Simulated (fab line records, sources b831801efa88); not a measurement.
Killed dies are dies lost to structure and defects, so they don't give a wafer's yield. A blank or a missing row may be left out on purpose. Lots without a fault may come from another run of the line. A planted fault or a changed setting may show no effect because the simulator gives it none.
A struck lot beside a sound one | flow sky130 | 13 steps out of a route of 708
Sound: wafers L838.3, L838.4, L838.6. Struck: wafers L826.1, L826.3, L826.6. The cause comes at the end.
At each step with rows: each side's tool, then ch and its chambers, then its first start. Under that, the readings that differ: sound wafers | struck wafers | difference of the means | sigmas: that difference in standard deviations of wafers without a fault.
alike: readings whose means differ by less than 2 such deviations, and words and numbers that are the same on both sides. not compared: withheld readings, readings that some wafer has no value for, bounds like >300 that may hide the same value, and numbers for which the record gives no deviation and whose values overlap.
The two part at a step that has a row with sigmas, a row that says differs or no value, or rows on one side only. Numbers that don't overlap but have no deviation are shown without sigmas and don't part them. A reading that every wafer of one side lacks parts them only if that side has two wafers or more.

first, 1 step without rows for these wafers: SKY_SD_N_IMPLANT_10.
SKY_SD_N_STRIP_11: strips in O2/N2.
  sound on plasma_asher-02 ch 0,1, day 32 21:43; struck on plasma_asher-03 ch 0,1, day 29 01:20
  reading                     | sound       | struck      | difference | sigmas
  drypump_motor_current_A (A) | 6.3 6.5 6.5 | 5.7 5.2 5.7 | -0.9       | -2
  alike: oes_product_au, strip_time_to_endpoint_s
  not compared: rf_hours_counter_h
SKY_SD_N_TW_MEAS_12:
  sound on film_metro-02, day 32 21:49; struck on film_metro-04, day 29 01:26
  alike: SD_N_TW
then, 1 step without rows for these wafers: SKY_SD_N_CLEAN_13 (cleans in SC1/SC2, time 150 s).
SKY_SD_N_RTA_14: time 2 s.
  sound on rtp_anneal-02 ch 0, day 32 21:55; struck on rtp_anneal-02 ch 0, day 29 01:33
  alike: lamp_power_pct, wafer_temp_C_max
SKY_SD_N_RS_MEAS_16: measures by four-point-probe.
  sound on film_metro-04, day 32 22:07; struck on film_metro-02, day 29 01:44
  alike: SD_N_RS
SKY_SD_N_RS_MEAS_17: measures by four-point-probe.
  sound on film_metro-04, day 32 22:14; struck on film_metro-02, day 29 01:51
  alike: SD_P_RS
SKY_SD_N_RS_MEAS_18: measures by four-point-probe.
  sound on film_metro-04, day 32 22:21; struck on film_metro-02, day 29 01:58
  alike: RES_XHIGH_RS
then, 2 steps without rows for these wafers: SKY_SALICIDE_CLEAN_00 (cleans in HF-last, time 30 s); SKY_LI_CONTACT_HDPCVD_00 (deposits PSG, target thk 930 nm, time 155 s).
SKY_LI_CONTACT_THK_MEAS_01:
  sound on film_metro-02, day 32 22:34; struck on film_metro-02, day 29 02:12
  alike: LI_CONTACT_HDPCVD_THK
SKY_LI_CONTACT_CMP_02: polishes PSG.
  sound on cmp-02 ch 1,2,3, day 32 22:40; struck on cmp-01 ch 0,2, day 29 02:16
  reading                | sound          | struck         | difference | sigmas
  time_to_endpoint_s (s) | 35.2 33.4 28.1 | 17.0 14.6 17.9 | -15.7      | -7
  alike: motor_current_A
SKY_LI_CONTACT_BOW_MEAS_03:
  sound on film_metro-03, day 32 22:57; struck on film_metro-02, day 29 02:34
  alike: LI_CONTACT_BOW

WHERE THEY PART
First at SKY_SD_N_STRIP_11; last, within this record, at SKY_LI_CONTACT_CMP_02. Later steps at which nothing parts them and some readings are alike: SKY_LI_CONTACT_BOW_MEAS_03.

WHY: what the simulator had put in
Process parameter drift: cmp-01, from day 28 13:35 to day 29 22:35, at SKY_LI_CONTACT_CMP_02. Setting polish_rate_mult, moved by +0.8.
